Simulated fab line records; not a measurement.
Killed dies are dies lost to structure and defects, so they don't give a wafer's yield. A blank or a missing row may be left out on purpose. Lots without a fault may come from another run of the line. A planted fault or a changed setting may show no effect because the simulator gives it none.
One fault through the eyes of 2 desks + flow sky130 + every desk sees just its own numbers, and what lay behind them comes last

== FROM THE METROLOGY DESK ==
Lot by lot, what the gauges showed, no matter which tool ran the lot: averages of those sampled wafers that carry a number. A lot is out of limits, marked OUT, if its mean lies more than 4 standard deviations from the usual mean; the brackets give that distance.
Columns: A = VIA1_W_RS at SKY_VIA1_RS_MEAS_22, usual 0.427 ohm/sq; B = VIA1_W_THK at SKY_VIA1_THK_MEAS_23, usual 274 nm
| lot  | first seen here | A     | B   |
|------|-----------------|-------|-----|
| L865 | day 35 05:06    | 0.431 | 272 |
| L868 | day 36 13:52    | 0.430 | 272 |
| L870 | day 37 04:00    | 0.430 | 271 |
| L880 | day 40 05:05    | 0.434 | 270 |
| L881 | day 40 14:20    | 0.425 | 276 |
| L883 | day 40 19:17    | 0.419 | 277 |
Result from this desk: across the 6 lots, nothing is out of limits.

== THE TOOL OWNER'S DESK: pvd_sputter-02 ==
The tool's own readings at SKY_METAL2_SPUTTER_03 (material Ti, target thk 5 nm, time 3.3 s): means of the sampled wafers that have a number, for each lot that ran on this tool. A lot is out of limits, marked OUT, if its mean lies more than 4 standard deviations from the usual mean; the brackets give that distance.
Columns: A = throttle_valve_pct at SKY_METAL2_SPUTTER_03, usual 29.6 %
| lot  | first seen here | A    |
|------|-----------------|------|
| L865 | day 35 05:39    | 29.5 |
| L880 | day 40 05:37    | 29.0 |
| L883 | day 40 19:50    | 29.2 |
Result from this desk: across the 3 lots, nothing is out of limits.

== PUT TOGETHER ==
Metrology desk: nothing out of limits seen.
Nothing out of limits was seen by the tool owner's desk.

== WHAT THE SIMULATOR HAD PUT IN ==
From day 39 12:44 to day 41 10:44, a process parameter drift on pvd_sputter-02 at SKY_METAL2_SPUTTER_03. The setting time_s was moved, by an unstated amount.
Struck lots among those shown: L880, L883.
